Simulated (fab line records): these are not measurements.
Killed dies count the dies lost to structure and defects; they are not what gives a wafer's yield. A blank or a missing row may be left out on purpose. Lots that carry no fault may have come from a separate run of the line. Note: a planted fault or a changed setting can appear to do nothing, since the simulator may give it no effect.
Struck lot and sound lot, side by side :: flow sfq_line :: 13 steps out of a route of 325
Sound: wafers L491.1, L491.3, L491.6. Struck: wafer L499.6. (L499.1, L499.4 of the same lot were not struck and are left out.) The cause comes at the end.
At each step with rows: each side's tool, then ch and its chambers, then its first start. Under that, the readings that differ: sound wafers :: struck wafers :: difference of the means :: sigmas: that difference in standard deviations of wafers without a fault.
alike: words and numbers the same on both sides, and readings whose means are apart by under 2 such deviations; not compared: readings that were withheld, readings missing a value for some wafer, numbers with overlapping values and no deviation given by the record, and bounds like >300 which may hide the same value.
The two part at a step that has a row with sigmas, a row that says differs or no value, or rows on one side only. Numbers that have no deviation but don't overlap get no sigmas and don't part them. Lack of a reading on every wafer of one side parts them only where that side has two or more wafers.

first, 6 steps without rows for these wafers: SFQ_TRILAYER_M6_LITHO_COAT_164 (resist thk 62 nm); SFQ_TRILAYER_M6_LITHO_COAT_159 (resist thk 600 nm); SFQ_TRILAYER_M6_LITHO_SOFTBAKE_163; SFQ_TRILAYER_M6_LITHO_EXPOSE_160 (exposes mask M6, target cd 500 nm); SFQ_TRILAYER_M6_LITHO_PEB_162 (peb time 60 s); SFQ_TRILAYER_M6_LITHO_DEVELOP_161 (time 60 s).
SFQ_M6_OVL_MEAS_940:
  sound on overlay-01, day 77 04:48; struck on overlay-02, day 79 09:36
reading: M6_OVL (nm)
sound: 0 -1 -4
struck: 18
difference: +20
sigmas: +4
SFQ_TRILAYER_M6_BARC_OPEN_METAL_ETCH_206: etches BARC in O2, target depth 125 nm, time 41.7 s.
  sound on rie_metal-03 ch 0,1, day 77 04:50; struck on rie_metal-01 ch 1, day 79 09:38
  alike: drypump_motor_current_A, oes_product_au
  not compared: rf_hours_counter_h
SFQ_TRILAYER_M6_ETCH_METAL_ETCH_162: etches Nb in Cl2/Ar, stops on SiO2, target depth 240 nm, time 120 s.
  sound on rie_metal-03 ch 0,1, day 77 04:54; struck on rie_metal-01 ch 1, day 79 09:42
  alike: drypump_motor_current_A, oes_product_au
  not compared: rf_hours_counter_h
SFQ_TRILAYER_M6_STRIP_STRIP_163: strips in O2.
  sound on rie_metal-03 ch 0,1, day 77 05:02; struck on rie_metal-01 ch 1, day 79 09:50
  alike: drypump_motor_current_A, oes_product_au
  not compared: rf_hours_counter_h
then, 1 step without rows for these wafers: SFQ_TRILAYER_M6_STRIP_SOLV_CLEAN_164 (cleans in NMP, time 600 s).
SFQ_TRILAYER_I6_DEP_PECVD_165: deposits SiO2 from SiH4/N2O, time 111.11 s, target thk 500 nm.
  sound on pecvd-04 ch 0,1,2, day 77 05:48; struck on pecvd-04 ch 1, day 79 10:36
reading: run_length_s (s)
sound: 139.1 138.9 138.1
struck: 133.3
difference: -5.4
sigmas: -11

reading: model.SiO2_of_TRILAYER_I6_DEP_PECVD_165.thk_nm (nm)
sound: 498.6 506 509.7
struck: 477.6
difference: -27.2
sigmas: 
  alike: heater_power_outer_w, heater_power_w, throttle_valve_pct
SFQ_TRILAYER_I6_CMP_CMP_166: polishes SiO2.
  sound on cmp-02 ch 0,2, day 77 07:30; struck on cmp-01 ch 3, day 79 18:04
reading: motor_current_A (A)
sound: 8.3 9.7 8.6
struck: 11.5
difference: +2.6
sigmas: +2

reading: time_to_endpoint_s (s)
sound: 213 234 223
struck: 203
difference: -20
sigmas: -2
  alike: slurry_filter_dp_kPa

== WHERE THEY PART ==
At SFQ_M6_OVL_MEAS_940 first; at SFQ_TRILAYER_I6_CMP_CMP_166 last (within this record only).

WHY: whatever the simulator had introduced
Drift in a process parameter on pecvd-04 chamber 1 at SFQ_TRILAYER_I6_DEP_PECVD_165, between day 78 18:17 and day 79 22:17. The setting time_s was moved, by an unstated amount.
